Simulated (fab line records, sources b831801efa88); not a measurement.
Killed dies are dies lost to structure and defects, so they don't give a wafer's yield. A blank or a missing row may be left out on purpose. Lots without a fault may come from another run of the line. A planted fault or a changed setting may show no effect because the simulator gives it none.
Which tool did it? | flow gf180mcu | 14 lots, 42 wafers sampled, at 3 steps of a route of 602

WHAT THE GAUGES READ, wafer by wafer
GF_V1_THK_MEAS_01. Usual: V1_CVD_00_THK 600 nm, standard deviation 6.1.
lot  | measured     | on            | V1_CVD_00_THK (nm) | flag
L571 | day 17 03:40 | film_metro-03 | 594 604 597        |
L572 | day 17 06:11 | film_metro-03 | 604 600 601        |
L573 | day 17 16:06 | film_metro-02 | 596 597 593        |
L574 | day 18 11:16 | film_metro-04 | 605 605 605        |
L576 | day 19 17:22 | film_metro-03 | 586 591 607        |
L584 | day 22 04:47 | film_metro-03 | 598 596 602        |
L585 | day 22 06:30 | film_metro-02 | 603 589 597        |
L588 | day 23 04:13 | film_metro-03 | 600 599 606        |
L589 | day 23 12:35 | film_metro-02 | 598 596 605        |
L590 | day 24 01:23 | film_metro-03 | 602 607 603        |
L591 | day 24 06:56 | film_metro-04 | 599 596 590        |
L592 | day 24 13:33 | film_metro-02 | 603 604 603        |
L593 | day 24 21:03 | film_metro-04 | 593 594 603        |
L594 | day 25 07:33 | film_metro-02 | 598 605 598        |

GF_V1_BOW_MEAS_05. Usual: V1_BOW 83 um, standard deviation 7.2.
lot  | measured     | on            | V1_BOW (um) | flag
L571 | day 17 04:10 | film_metro-02 | 62 80 77    |
L572 | day 17 06:40 | film_metro-04 | 89 79 76    |
L573 | day 17 16:35 | film_metro-02 | 81 85 77    |
L574 | day 18 11:45 | film_metro-04 | 81 82 85    |
L576 | day 19 17:52 | film_metro-02 | 83 86 80    |
L584 | day 22 05:16 | film_metro-04 | 84 87 96    |
L585 | day 22 06:59 | film_metro-02 | 90 88 77    |
L588 | day 23 04:42 | film_metro-03 | 77 103 95   |
L589 | day 23 13:04 | film_metro-02 | 87 92 93    |
L590 | day 24 01:53 | film_metro-02 | 91 91 88    |
L591 | day 24 07:25 | film_metro-02 | 81 82 78    |
L592 | day 24 14:02 | film_metro-02 | 104 95 78   |
L593 | day 24 21:32 | film_metro-04 | 88 87 84    |
L594 | day 25 08:02 | film_metro-03 | 72 74 68    |

WHICH TOOL RAN EACH LOT (tool, then ch and the chambers of the sampled wafers, then the start)
lot  | GF_M1_SPUTTER_03
L571 | pvd_sputter-04, day 16 03:26
L572 | pvd_sputter-01, day 16 07:18
L573 | pvd_sputter-04, day 16 16:40
L574 | pvd_sputter-02, day 17 10:29
L576 | pvd_sputter-01, day 18 16:46
L584 | pvd_sputter-04, day 21 04:29
L585 | pvd_sputter-01, day 21 06:02
L588 | pvd_sputter-02, day 22 04:05
L589 | pvd_sputter-02, day 22 12:44
L590 | pvd_sputter-04, day 23 01:58
L591 | pvd_sputter-02, day 23 07:06
L592 | pvd_sputter-04, day 23 14:11
L593 | pvd_sputter-04, day 23 22:07
L594 | pvd_sputter-04, day 24 08:52
- GF_M1_SPUTTER_03: material Ti, target thk 10 nm, time 6.7 s.

WHAT THE TOOLS THEMSELVES READ (means of the sampled wafers that have a number; where no wafer has one, the mark that the record gives instead)
GF_M1_SPUTTER_03. Usual: chamber_pressure_pa 0.3000 Pa, standard deviation 0.00067; throttle_valve_pct 30.1 %, standard deviation 1.2.
lot  | tool           | chamber_pressure_pa (Pa) | throttle_valve_pct (%) | flag
L571 | pvd_sputter-04 | 0.2999                   | 30.3                   |
L572 | pvd_sputter-01 | 0.2999                   | 29.3                   |
L573 | pvd_sputter-04 | 0.3005                   | 31.6                   |
L574 | pvd_sputter-02 | 0.3002                   | 31.3                   |
L576 | pvd_sputter-01 | 0.2997                   | 28.7                   |
L584 | pvd_sputter-04 | 0.2996                   | 30.2                   |
L585 | pvd_sputter-01 | 0.3004                   | 29.1                   |
L588 | pvd_sputter-02 | 0.2999                   | 30.3                   |
L589 | pvd_sputter-02 | 0.2997                   | 30.3                   |
L590 | pvd_sputter-04 | 0.2999                   | 31.4                   |
L591 | pvd_sputter-02 | 0.3002                   | 31.7                   |
L592 | pvd_sputter-04 | 0.3006                   | 31.1                   |
L593 | pvd_sputter-04 | 0.2985                   | 30.4                   |
L594 | pvd_sputter-04 | 0.2999                   | 29.1                   |

THE ANSWER, worked out from the rows above alone
Rule: a lot is off if the mean of its wafers that have a number lies more than 3 standard deviations from the usual mean. A lot without any number at a reading at which 4 lots or more have one is off too. The other lots that the step has rows for count as sound. The gauges are gone through in route order, then the tools' own readings, and for those a lot's mean is taken as printed above. The first step at which some lot is off is used, and at that step the reading that is off furthest; a lot without a number counts as furthest.
No lot is off at any reading shown: from this, nothing can be told.

WHAT THE SIMULATOR HAD PUT IN
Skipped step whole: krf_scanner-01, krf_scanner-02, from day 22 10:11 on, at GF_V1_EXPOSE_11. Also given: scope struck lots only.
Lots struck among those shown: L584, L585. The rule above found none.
